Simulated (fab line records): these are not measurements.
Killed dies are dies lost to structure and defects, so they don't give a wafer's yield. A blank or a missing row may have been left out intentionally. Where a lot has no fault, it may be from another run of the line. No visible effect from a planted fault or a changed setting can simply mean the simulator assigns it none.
Which tool is to blame? / flow sky130 / 11 lots, 32 wafers sampled, at 7 steps of a route of 708

== WHAT EACH GAUGE READ, for each wafer ==
SKY_POLY_CUT_OVL_MEAS_09. Usual: POLY_CUT_OVL gives 0 nm (standard deviation 5.2).
lot=L973; measured=day 25 04:23; on=overlay-02; POLY_CUT_OVL (nm)=2 0 2; flag=
lot=L975; measured=day 25 13:20; on=overlay-02; POLY_CUT_OVL (nm)=-7 2 1; flag=
lot=L976; measured=day 26 00:23; on=overlay-02; POLY_CUT_OVL (nm)=-1 5 -5; flag=
lot=L980; measured=day 27 07:59; on=overlay-01; POLY_CUT_OVL (nm)=5 -2 7; flag=
lot=L981; measured=day 27 20:32; on=overlay-02; POLY_CUT_OVL (nm)=-3 -4 0; flag=
lot=L990; measured=day 30 11:56; on=overlay-01; POLY_CUT_OVL (nm)=1 2 8; flag=
lot=L992; measured=day 31 09:37; on=overlay-02; POLY_CUT_OVL (nm)=-3 -5 0; flag=
lot=L993; measured=day 31 16:19; on=overlay-02; POLY_CUT_OVL (nm)=-6 -13 -8; flag=
lot=L994; measured=day 31 20:09; on=overlay-02; POLY_CUT_OVL (nm)=3 -3 -4; flag=
lot=L995; measured=day 31 23:56; on=overlay-02; POLY_CUT_OVL (nm)=-3 -3 -7; flag=
lot=L996; measured=day 32 02:17; on=overlay-02; POLY_CUT_OVL (nm)=11 12; flag=

SKY_SD_N_OVL_MEAS_08. Usual: SD_N_OVL gives -0.6 nm (standard deviation 1.4).
lot=L973; measured=day 28 18:43; on=overlay-01; SD_N_OVL (nm)=0.0 -0.6 -0.2; flag=
lot=L975; measured=day 29 02:47; on=overlay-02; SD_N_OVL (nm)=0.5 0.5 1.8; flag=
lot=L976; measured=day 29 12:13; on=overlay-02; SD_N_OVL (nm)=-0.6 -0.4 -0.3; flag=
lot=L980; measured=day 30 19:48; on=overlay-02; SD_N_OVL (nm)=-1.0 -1.8 -1.5; flag=
lot=L981; measured=day 31 06:45; on=overlay-01; SD_N_OVL (nm)=-0.8 -0.8 -0.7; flag=
lot=L990; measured=day 33 21:40; on=overlay-01; SD_N_OVL (nm)=-0.8 0.6 1.1; flag=
lot=L992; measured=day 34 18:58; on=overlay-01; SD_N_OVL (nm)=0.2 1.8 2.0; flag=
lot=L993; measured=day 35 00:43; on=overlay-01; SD_N_OVL (nm)=0.8 -0.2 1.2; flag=
lot=L994; measured=day 35 04:02; on=overlay-02; SD_N_OVL (nm)=1.2 0.3 0.9; flag=
lot=L995; measured=day 35 08:56; on=overlay-01; SD_N_OVL (nm)=-1.2 0.2 2.0; flag=
lot=L996; measured=day 35 11:16; on=overlay-01; SD_N_OVL (nm)=-1.1 -2.1; flag=

SKY_LI_CONTACT_THK_MEAS_01. Usual: LI_CONTACT_HDPCVD_THK gives 934 nm (standard deviation 9.2).
lot=L973; measured=day 28 19:55; on=film_metro-01; LI_CONTACT_HDPCVD_THK (nm)=928 932 943; flag=
lot=L975; measured=day 29 03:59; on=film_metro-01; LI_CONTACT_HDPCVD_THK (nm)=927 934 920; flag=
lot=L976; measured=day 29 13:28; on=film_metro-01; LI_CONTACT_HDPCVD_THK (nm)=933 927 928; flag=
lot=L980; measured=day 30 21:00; on=film_metro-03; LI_CONTACT_HDPCVD_THK (nm)=939 557 942; flag=OFF
lot=L981; measured=day 31 07:57; on=film_metro-02; LI_CONTACT_HDPCVD_THK (nm)=932 556 944; flag=OFF
lot=L990; measured=day 33 23:01; on=film_metro-01; LI_CONTACT_HDPCVD_THK (nm)=918 935 925; flag=
lot=L992; measured=day 34 20:10; on=film_metro-02; LI_CONTACT_HDPCVD_THK (nm)=919 935 933; flag=
lot=L993; measured=day 35 02:04; on=film_metro-02; LI_CONTACT_HDPCVD_THK (nm)=940 922 913; flag=
lot=L994; measured=day 35 05:14; on=film_metro-03; LI_CONTACT_HDPCVD_THK (nm)=941 931 944; flag=
lot=L995; measured=day 35 11:20; on=film_metro-01; LI_CONTACT_HDPCVD_THK (nm)=942 950 953; flag=
lot=L996; measured=day 35 12:29; on=film_metro-02; LI_CONTACT_HDPCVD_THK (nm)=926 920; flag=

SKY_LI_CONTACT_RS_MEAS_22: uses a four-point probe to measure. Usual: LI_CONTACT_W_RS gives 0.285 ohm/sq (standard deviation 0.0031).
lot=L973; measured=day 30 00:15; on=film_metro-01; LI_CONTACT_W_RS (ohm/sq)=0.287 0.285 0.286; flag=
lot=L975; measured=day 30 08:17; on=film_metro-03; LI_CONTACT_W_RS (ohm/sq)=0.278 0.282 0.281; flag=
lot=L976; measured=day 30 18:47; on=film_metro-01; LI_CONTACT_W_RS (ohm/sq)=0.281 0.281 0.285; flag=
lot=L980; measured=day 32 01:00; on=film_metro-01; LI_CONTACT_W_RS (ohm/sq)=0.284 0.279 0.280; flag=
lot=L981; measured=day 32 11:58; on=film_metro-03; LI_CONTACT_W_RS (ohm/sq)=0.286 0.287 0.286; flag=
lot=L990; measured=day 35 02:29; on=film_metro-02; LI_CONTACT_W_RS (ohm/sq)=0.286 0.290 0.290; flag=
lot=L992; measured=day 35 23:32; on=film_metro-02; LI_CONTACT_W_RS (ohm/sq)=0.287 0.289 0.286; flag=
lot=L993; measured=day 36 05:01; on=film_metro-03; LI_CONTACT_W_RS (ohm/sq)=0.287 0.287 0.287; flag=
lot=L994; measured=day 36 09:15; on=film_metro-01; LI_CONTACT_W_RS (ohm/sq)=0.284 0.287 0.286; flag=
lot=L995; measured=day 36 14:41; on=film_metro-03; LI_CONTACT_W_RS (ohm/sq)=0.287 0.288 0.288; flag=
lot=L996; measured=day 36 15:19; on=film_metro-02; LI_CONTACT_W_RS (ohm/sq)=0.287 0.286; flag=

== TOOL THAT RAN EACH LOT (tool first, then ch and the chambers of the sampled wafers, then the start) ==
lot=L973; SKY_LI_CONTACT_HDPCVD_00=hdpcvd-02 ch 1,2, day 28 19:49; SKY_LI_CONTACT_CMP_02=cmp-01 ch 0,1, day 28 20:02; SKY_LI_CONTACT_ETCH_15=rie_diel-03 ch 1,3, day 29 23:37
lot=L975; SKY_LI_CONTACT_HDPCVD_00=hdpcvd-02 ch 0,2, day 29 03:53; SKY_LI_CONTACT_CMP_02=cmp-02 ch 0,1,2, day 29 04:08; SKY_LI_CONTACT_ETCH_15=rie_diel-04 ch 1,2,3, day 30 07:39
lot=L976; SKY_LI_CONTACT_HDPCVD_00=hdpcvd-01 ch 0,1, day 29 13:20; SKY_LI_CONTACT_CMP_02=cmp-02 ch 0,1,2, day 29 13:33; SKY_LI_CONTACT_ETCH_15=rie_diel-04 ch 1,2,3, day 30 18:07
lot=L980; SKY_LI_CONTACT_HDPCVD_00=hdpcvd-01 ch 0,1, day 30 20:54; SKY_LI_CONTACT_CMP_02=cmp-02 ch 0,1,2, day 30 21:04; SKY_LI_CONTACT_ETCH_15=rie_diel-03 ch 1,2, day 32 00:22
lot=L981; SKY_LI_CONTACT_HDPCVD_00=hdpcvd-01 ch 0,1,2, day 31 07:51; SKY_LI_CONTACT_CMP_02=cmp-02 ch 0,2, day 31 08:20; SKY_LI_CONTACT_ETCH_15=rie_diel-03 ch 2,3, day 32 11:20
lot=L990; SKY_LI_CONTACT_HDPCVD_00=hdpcvd-01 ch 0,1, day 33 22:54; SKY_LI_CONTACT_CMP_02=cmp-02 ch 0,1,3, day 33 23:13; SKY_LI_CONTACT_ETCH_15=rie_diel-01 ch 0,1,3, day 35 01:48
lot=L992; SKY_LI_CONTACT_HDPCVD_00=hdpcvd-01 ch 1,2, day 34 20:03; SKY_LI_CONTACT_CMP_02=cmp-01 ch 0,2,3, day 34 20:26; SKY_LI_CONTACT_ETCH_15=rie_diel-03 ch 0,1,3, day 35 22:53
lot=L993; SKY_LI_CONTACT_HDPCVD_00=hdpcvd-01 ch 0,1,2, day 35 01:58; SKY_LI_CONTACT_CMP_02=cmp-01 ch 0,2, day 35 02:10; SKY_LI_CONTACT_ETCH_15=rie_diel-01 ch 1,2,3, day 36 04:21
lot=L994; SKY_LI_CONTACT_HDPCVD_00=hdpcvd-01 ch 1,2, day 35 05:08; SKY_LI_CONTACT_CMP_02=cmp-02 ch 0,1,3, day 35 05:17; SKY_LI_CONTACT_ETCH_15=rie_diel-03 ch 0,2,3, day 36 08:35
lot=L995; SKY_LI_CONTACT_HDPCVD_00=hdpcvd-01 ch 0,1, day 35 11:14; SKY_LI_CONTACT_CMP_02=cmp-01 ch 0,1,2, day 35 11:23; SKY_LI_CONTACT_ETCH_15=rie_diel-01 ch 2,3, day 36 14:02
lot=L996; SKY_LI_CONTACT_HDPCVD_00=hdpcvd-02 ch 0,2, day 35 12:22; SKY_LI_CONTACT_CMP_02=cmp-02 ch 0,1, day 35 12:41; SKY_LI_CONTACT_ETCH_15=rie_diel-03 ch 0,1, day 36 14:37
- SKY_LI_CONTACT_HDPCVD_00: deposits PSG, target thk 930 nm, time 155 s.
- SKY_LI_CONTACT_CMP_02: polishes PSG.
- SKY_LI_CONTACT_ETCH_15: etches PSG in C4F8/O2/Ar, stops on Si, target depth 600 nm.

== WHAT THE TOOLS THEMSELVES READ (means of the sampled wafers that have a number; where no wafer has one, the mark that the record gives instead) ==
SKY_LI_CONTACT_HDPCVD_00. Usual: susceptor_temp_C at 600.05 C, with a standard deviation of 0.27.
lot=L973; tool=hdpcvd-02; susceptor_temp_C (C)=600.13; flag=
lot=L975; tool=hdpcvd-02; susceptor_temp_C (C)=600.02; flag=
lot=L976; tool=hdpcvd-01; susceptor_temp_C (C)=599.93; flag=
lot=L980; tool=hdpcvd-01; susceptor_temp_C (C)=600.65; flag=
lot=L981; tool=hdpcvd-01; susceptor_temp_C (C)=600.17; flag=
lot=L990; tool=hdpcvd-01; susceptor_temp_C (C)=599.73; flag=
lot=L992; tool=hdpcvd-01; susceptor_temp_C (C)=599.95; flag=
lot=L993; tool=hdpcvd-01; susceptor_temp_C (C)=600.35; flag=
lot=L994; tool=hdpcvd-01; susceptor_temp_C (C)=599.98; flag=
lot=L995; tool=hdpcvd-01; susceptor_temp_C (C)=600.03; flag=
lot=L996; tool=hdpcvd-02; susceptor_temp_C (C)=600.26; flag=

SKY_LI_CONTACT_CMP_02. Usual: motor_current_A 12.1 A, standard deviation 1.9; platen_rpm 60.00 rpm, standard deviation 0.041; slurry_filter_dp_kPa 13.51 kPa, standard deviation 0.15; time_to_endpoint_s 33 s, standard deviation 3.6.
lot=L973; tool=cmp-01; motor_current_A (A)=12.3; platen_rpm (rpm)=60.00; slurry_filter_dp_kPa (kPa)=13.41; time_to_endpoint_s (s)=37; flag=
lot=L975; tool=cmp-02; motor_current_A (A)=13.5; platen_rpm (rpm)=60.02; slurry_filter_dp_kPa (kPa)=13.53; time_to_endpoint_s (s)=30; flag=
lot=L976; tool=cmp-02; motor_current_A (A)=13.1; platen_rpm (rpm)=60.00; slurry_filter_dp_kPa (kPa)=13.44; time_to_endpoint_s (s)=28; flag=
lot=L980; tool=cmp-02; motor_current_A (A)=13.3; platen_rpm (rpm)=59.97; slurry_filter_dp_kPa (kPa)=13.39; time_to_endpoint_s (s)=25; flag=
lot=L981; tool=cmp-02; motor_current_A (A)=11.8; platen_rpm (rpm)=59.98; slurry_filter_dp_kPa (kPa)=13.54; time_to_endpoint_s (s)=26; flag=
lot=L990; tool=cmp-02; motor_current_A (A)=12.9; platen_rpm (rpm)=59.94; slurry_filter_dp_kPa (kPa)=13.62; time_to_endpoint_s (s)=31; flag=
lot=L992; tool=cmp-01; motor_current_A (A)=10.8; platen_rpm (rpm)=59.97; slurry_filter_dp_kPa (kPa)=13.41; time_to_endpoint_s (s)=36; flag=
lot=L993; tool=cmp-01; motor_current_A (A)=10.9; platen_rpm (rpm)=59.99; slurry_filter_dp_kPa (kPa)=13.54; time_to_endpoint_s (s)=39; flag=
lot=L994; tool=cmp-02; motor_current_A (A)=13.0; platen_rpm (rpm)=59.99; slurry_filter_dp_kPa (kPa)=13.50; time_to_endpoint_s (s)=29; flag=
lot=L995; tool=cmp-01; motor_current_A (A)=11.3; platen_rpm (rpm)=59.99; slurry_filter_dp_kPa (kPa)=13.48; time_to_endpoint_s (s)=38; flag=
lot=L996; tool=cmp-02; motor_current_A (A)=14.0; platen_rpm (rpm)=59.95; slurry_filter_dp_kPa (kPa)=13.47; time_to_endpoint_s (s)=30; flag=

SKY_LI_CONTACT_ETCH_15. Usual: oes_product_au at 0.837 a.u., with a standard deviation of 0.0045.
lot=L973; tool=rie_diel-03; oes_product_au (a.u.)=0.838; flag=
lot=L975; tool=rie_diel-04; oes_product_au (a.u.)=0.840; flag=
lot=L976; tool=rie_diel-04; oes_product_au (a.u.)=0.836; flag=
lot=L980; tool=rie_diel-03; oes_product_au (a.u.)=0.823; flag=OFF
lot=L981; tool=rie_diel-03; oes_product_au (a.u.)=0.827; flag=
lot=L990; tool=rie_diel-01; oes_product_au (a.u.)=0.838; flag=
lot=L992; tool=rie_diel-03; oes_product_au (a.u.)=0.841; flag=
lot=L993; tool=rie_diel-01; oes_product_au (a.u.)=0.838; flag=
lot=L994; tool=rie_diel-03; oes_product_au (a.u.)=0.835; flag=
lot=L995; tool=rie_diel-01; oes_product_au (a.u.)=0.840; flag=
lot=L996; tool=rie_diel-03; oes_product_au (a.u.)=0.833; flag=

== THE ANSWER, worked out from the rows above alone ==
Rule: a lot is off if the mean of its wafers that have a number lies more than 3 standard deviations from the usual mean. A lot without any number at a reading at which 4 lots or more have one is off too. All remaining lots with rows at the step are treated as sound. Order of review: gauges by route order, followed by the tools' own readings, for which a lot's mean as printed above is used. The first step at which some lot is off is used, and at that step the reading that is off furthest; a lot without a number counts as furthest.
Off: at SKY_LI_CONTACT_THK_MEAS_01 (LI_CONTACT_HDPCVD_THK), L980, L981.
A tool fits if, at a process step before that reading, it ran every lot that is off, and no sound lot after the first of them. The gauges at SKY_LI_CONTACT_THK_MEAS_01 are tried like those tools. None of those tried fits.

== WHAT THE SIMULATOR PUT IN ==
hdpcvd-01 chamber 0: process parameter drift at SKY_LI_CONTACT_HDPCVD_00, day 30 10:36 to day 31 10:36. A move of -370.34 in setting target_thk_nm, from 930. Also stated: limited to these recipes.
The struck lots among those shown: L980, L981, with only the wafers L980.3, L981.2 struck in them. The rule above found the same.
